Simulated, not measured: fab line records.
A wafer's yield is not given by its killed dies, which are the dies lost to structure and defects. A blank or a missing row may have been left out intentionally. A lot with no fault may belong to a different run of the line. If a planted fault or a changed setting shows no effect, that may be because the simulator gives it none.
Matching of chambers -- flow gf180mcu -- 3 sister chambers for GF_PASSIVATION_CVD_02 on pecvd-02
The step deposits Si3N4, target thk 700 nm, time 486.18 s. 3 wafers are shown with their chamber, then 12 later ones without.

## WAFERS WITH THEIR CHAMBER
wafer,chamber,heater power w (W)
L086.3,1,697
L090.4,0,873
L090.6,2,470

## WAFERS WITHOUT THEIR CHAMBER
wafer,heater power w (W)
L092.1,559
L092.3,804
L092.4,846
L093.2,644
L093.3,537
L093.4,558
L096.1,666
L096.4,697
L096.6,816
L097.2,799
L097.5,528
L097.6,825

## EACH ONE'S CHAMBER
wafer,from the rows above,in truth
L092.1,can't be placed: 2 or 1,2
L092.3,can't be placed: 0 or 1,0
L092.4,0,0
L093.2,1,1
L093.3,can't be placed: 2 or 1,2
L093.4,can't be placed: 2 or 1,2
L096.1,1,1
L096.4,1,1
L096.6,can't be placed: 0 or 1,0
L097.2,can't be placed: 0 or 1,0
L097.5,can't be placed: 2 or 1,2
L097.6,can't be placed: 0 or 1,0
4 of 12 placed correctly. Unplaceable from these rows: 8, with the true chamber sitting among the candidates in 8. Wrongly placed: 0.
How it was worked out, from the rows above alone: a wafer's distance from a chamber is the root of the sum, over the readings, of the square of ((its reading less the chamber's mean) divided by the reading's scatter). If the next closest chamber is less than 2 further off than the closest, the wafer can't be placed; otherwise it belongs to the closest. A chamber's mean is the mean of its shown wafers. The scatter (one wafer shown for each chamber): square how far every hidden wafer sits from the nearest shown wafer, average those squares and take the square root.
